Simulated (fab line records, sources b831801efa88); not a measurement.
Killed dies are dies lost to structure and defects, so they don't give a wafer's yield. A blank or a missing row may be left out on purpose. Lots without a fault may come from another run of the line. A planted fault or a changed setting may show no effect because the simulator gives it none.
One fault seen from 2 desks | flow sfq_line | each desk has only its own numbers; what lay behind them comes last

THE METROLOGY DESK
What the gauges read, lot by lot, whatever tool the lot ran on: means of the sampled wafers that have a number. A lot is out of limits, marked OUT, if its mean lies more than 4 standard deviations from the usual mean; the brackets give that distance.
Columns: A = I1_OVL at SFQ_I1_OVL_MEAS_913, usual 3 nm; B = I2_OVL at SFQ_I2_OVL_MEAS_918, usual -3 nm
lot  | first seen here | A  | B
L964 | day 24 21:11    | 11 | 1
L966 | day 25 00:47    | -2 | -6
L967 | day 25 03:11    | -6 | -1
L968 | day 25 04:24    | 4  | -1
L969 | day 25 06:47    | 4  | 144 (+24) OUT
L970 | day 25 09:13    | 4  | 152 (+25) OUT
L971 | day 25 11:35    | 7  | 146 (+24) OUT
L972 | day 25 12:47    | 1  | 149 (+25) OUT
L974 | day 25 18:48    | 10 | -11
L979 | day 26 16:31    | 3  | -2
L980 | day 26 20:07    | 1  | -7
L981 | day 26 21:19    | 4  | -15
L982 | day 26 23:16    | 5  | -15
L983 | day 27 00:28    | 4  | 3
L984 | day 27 01:40    | 8  | 5
L987 | day 40 14:31    | 6  | 1
This desk's finding: out of limits on L969, L970, L971, L972; first on L969, day 38 07:24 (I2_OVL at SFQ_I2_OVL_MEAS_918). In limits: L964, L966, L967, L968, L974, L979, L980, L981, L982, L983, L984, L987.

THE TOOL OWNER'S DESK: krf_scanner-02
The tool's own readings at SFQ_TRILAYER_I2_VIA_LITHO_EXPOSE_068 (exposes mask I2, target cd 500 nm): means of the sampled wafers that have a number, for each lot that ran on this tool. A lot is out of limits, marked OUT, if its mean lies more than 4 standard deviations from the usual mean; the brackets give that distance.
Columns: A = exposure_dose_mJ_cm2 at SFQ_TRILAYER_I2_VIA_LITHO_EXPOSE_068, usual 21.303
lot  | first seen here | A
L964 | day 37 18:06    | 21.309
L966 | day 37 21:30    | 21.317
L967 | day 37 23:54    | 21.316
L968 | day 38 02:42    | 21.321
L969 | day 38 05:54    | 21.328
L970 | day 38 07:42    | 21.293
L971 | day 38 09:42    | 21.302
L972 | day 38 11:54    | 21.292
This desk's finding: nothing out of limits on any of the 8 lots.

PUT TOGETHER
The metrology desk could have raised an alarm at day 38 07:24, on L969, L970, L971, L972.
The tool owner's desk saw nothing out of limits.
The tool owner's desk has L969, L970, L971, L972 on record, within its limits.
Of the lots named, all ran SFQ_TRILAYER_I2_VIA_LITHO_EXPOSE_068 on krf_scanner-02.

WHAT THE SIMULATOR HAD PUT IN
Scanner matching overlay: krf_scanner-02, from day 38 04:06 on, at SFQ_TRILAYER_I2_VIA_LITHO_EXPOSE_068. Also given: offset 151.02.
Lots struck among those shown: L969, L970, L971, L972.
Hours from the fault's start to each desk's first reading out of limits: the metrology desk, 3.
